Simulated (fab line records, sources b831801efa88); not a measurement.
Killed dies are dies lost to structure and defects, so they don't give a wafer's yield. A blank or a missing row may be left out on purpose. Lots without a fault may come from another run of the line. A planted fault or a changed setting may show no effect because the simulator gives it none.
Which tool did it? | flow sky130 | 12 lots, 34 wafers sampled, at 4 steps of a route of 708

WHAT THE GAUGES READ, wafer by wafer
The record holds no reading of a measuring or inspecting step that can be judged against a usual standard deviation.

WHICH TOOL RAN EACH LOT (tool, then ch and the chambers of the sampled wafers, then the start)
lot  | SKY_VIA2_CMP_02               | SKY_VIA2_ETCH_15                   | SKY_METAL3_SPUTTER_00        | SKY_METAL3_SPUTTER_01
L115 | cmp-01 ch 2,3, day 34 19:14   | rie_diel-02 ch 0,1, day 35 21:49   | pvd_sputter-02, day 35 23:08 | pvd_sputter-02, day 35 23:10
L116 | cmp-02 ch 0,3, day 35 07:04   | rie_diel-03 ch 0,3, day 36 09:16   | pvd_sputter-04, day 36 10:36 | pvd_sputter-04, day 36 10:37
L117 | cmp-02 ch 1,2, day 36 09:31   | rie_diel-02 ch 0,2, day 37 11:52   | pvd_sputter-01, day 37 13:11 | pvd_sputter-01, day 37 13:13
L119 | cmp-01 ch 0,1,3, day 37 01:37 | rie_diel-02 ch 0,2,3, day 38 03:37 | pvd_sputter-01, day 38 05:03 | pvd_sputter-01, day 38 05:04
L118 | cmp-01 ch 0,1, day 37 03:04   | rie_diel-04 ch 0,1,3, day 38 05:31 | pvd_sputter-01, day 38 06:51 | pvd_sputter-01, day 38 06:53
L121 | cmp-01 ch 0,1,2, day 37 11:59 | rie_diel-03 ch 0,1,3, day 38 13:13 | pvd_sputter-04, day 38 14:59 | pvd_sputter-04, day 38 15:00
L126 | cmp-01 ch 2, day 38 19:14     | rie_diel-02 ch 0,1, day 39 18:46   | pvd_sputter-02, day 39 20:05 | pvd_sputter-02, day 39 20:07
L128 | cmp-01 ch 0,1, day 39 04:01   | rie_diel-03 ch 1,3, day 40 03:57   | pvd_sputter-04, day 40 05:18 | pvd_sputter-04, day 40 05:19
L130 | cmp-02 ch 0,2, day 39 08:14   | rie_diel-03 ch 0,1,3, day 40 07:58 | pvd_sputter-01, day 40 09:25 | pvd_sputter-01, day 40 09:26
L131 | cmp-02 ch 0,2, day 39 11:34   | rie_diel-04 ch 1,2,3, day 40 12:07 | pvd_sputter-02, day 40 13:26 | pvd_sputter-02, day 40 13:28
L133 | cmp-02 ch 0,1,2, day 40 06:22 | rie_diel-03 ch 1,2,3, day 41 05:58 | pvd_sputter-04, day 41 07:17 | pvd_sputter-04, day 41 07:19
L137 | cmp-02 ch 2,3, day 41 12:32   | rie_diel-03 ch 0,3, day 42 13:19   | pvd_sputter-01, day 42 14:38 | pvd_sputter-01, day 42 14:40
- SKY_VIA2_CMP_02: polishes SiO2.
- SKY_VIA2_ETCH_15: etches SiO2 in C4F8/O2/Ar, stops on TiN, target depth 546 nm, time 84 s.
- SKY_METAL3_SPUTTER_00: material Ti, target thk 15 nm, time 10 s.
- SKY_METAL3_SPUTTER_01: material TiN, target thk 20 nm, time 16.7 s.

WHAT THE TOOLS THEMSELVES READ (means of the sampled wafers that have a number; where no wafer has one, the mark that the record gives instead)
SKY_VIA2_CMP_02. Usual: motor_current_A 11.8 A, standard deviation 1.4; slurry_filter_dp_kPa 13.49 kPa, standard deviation 0.13.
lot  | tool   | motor_current_A (A) | slurry_filter_dp_kPa (kPa) | flag
L115 | cmp-01 | 11.9                | 13.50                      |
L116 | cmp-02 | 11.2                | 13.62                      |
L117 | cmp-02 | 10.7                | 13.45                      |
L119 | cmp-01 | 12.1                | 13.64                      |
L118 | cmp-01 | 12.3                | 13.33                      |
L121 | cmp-01 | 13.1                | 13.56                      |
L126 | cmp-01 | 13.1                | 13.53                      |
L128 | cmp-01 | 12.7                | 13.57                      |
L130 | cmp-02 | 11.3                | 13.60                      |
L131 | cmp-02 | 11.5                | 13.49                      |
L133 | cmp-02 | 10.5                | 13.40                      |
L137 | cmp-02 | 11.4                | 13.49                      |

SKY_VIA2_ETCH_15. Usual: oes_product_au 0.940 a.u., standard deviation 0.0051.
lot  | tool        | oes_product_au (a.u.) | flag
L115 | rie_diel-02 | 0.937                 |
L116 | rie_diel-03 | 0.941                 |
L117 | rie_diel-02 | 0.943                 |
L119 | rie_diel-02 | 0.938                 |
L118 | rie_diel-04 | 0.939                 |
L121 | rie_diel-03 | 0.941                 |
L126 | rie_diel-02 | 0.959                 | OFF
L128 | rie_diel-03 | 0.974                 | OFF
L130 | rie_diel-03 | 0.947                 |
L131 | rie_diel-04 | 0.940                 |
L133 | rie_diel-03 | 0.944                 |
L137 | rie_diel-03 | 0.942                 |

SKY_METAL3_SPUTTER_00. Usual: throttle_valve_pct 30.0 %, standard deviation 0.7.
lot  | tool           | throttle_valve_pct (%) | flag
L115 | pvd_sputter-02 | 30.0                   |
L116 | pvd_sputter-04 | 29.9                   |
L117 | pvd_sputter-01 | 30.4                   |
L119 | pvd_sputter-01 | 30.8                   |
L118 | pvd_sputter-01 | 30.2                   |
L121 | pvd_sputter-04 | 30.0                   |
L126 | pvd_sputter-02 | 29.4                   |
L128 | pvd_sputter-04 | 29.5                   |
L130 | pvd_sputter-01 | 29.9                   |
L131 | pvd_sputter-02 | 29.9                   |
L133 | pvd_sputter-04 | 29.6                   |
L137 | pvd_sputter-01 | 30.6                   |

SKY_METAL3_SPUTTER_01. Usual: throttle_valve_pct 30.0 %, standard deviation 0.72.
lot  | tool           | throttle_valve_pct (%) | flag
L115 | pvd_sputter-02 | 30.0                   |
L116 | pvd_sputter-04 | 29.6                   |
L117 | pvd_sputter-01 | 30.3                   |
L119 | pvd_sputter-01 | 30.8                   |
L118 | pvd_sputter-01 | 30.4                   |
L121 | pvd_sputter-04 | 29.9                   |
L126 | pvd_sputter-02 | 29.5                   |
L128 | pvd_sputter-04 | 29.4                   |
L130 | pvd_sputter-01 | 30.1                   |
L131 | pvd_sputter-02 | 30.0                   |
L133 | pvd_sputter-04 | 29.8                   |
L137 | pvd_sputter-01 | 30.5                   |

THE ANSWER, worked out from the rows above alone
Rule: a lot is off if the mean of its wafers that have a number lies more than 3 standard deviations from the usual mean. A lot without any number at a reading at which 4 lots or more have one is off too. The other lots that the step has rows for count as sound. The gauges are gone through in route order, then the tools' own readings, and for those a lot's mean is taken as printed above. The first step at which some lot is off is used, and at that step the reading that is off furthest; a lot without a number counts as furthest.
Off: L126, L128, at SKY_VIA2_ETCH_15 (oes_product_au).
A tool fits if, at that step or a process step before it, it ran every lot that is off, and no sound lot after the first of them. One fits: cmp-01 at SKY_VIA2_CMP_02. Its last sound lot is L121 (day 37 11:59), its first lot that is off L126 (day 38 19:14): a fault that began between those two fits.

WHAT THE SIMULATOR HAD PUT IN
Process parameter drift: cmp-01, from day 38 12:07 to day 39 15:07, at SKY_VIA2_CMP_02. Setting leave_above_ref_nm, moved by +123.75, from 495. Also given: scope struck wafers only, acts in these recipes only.
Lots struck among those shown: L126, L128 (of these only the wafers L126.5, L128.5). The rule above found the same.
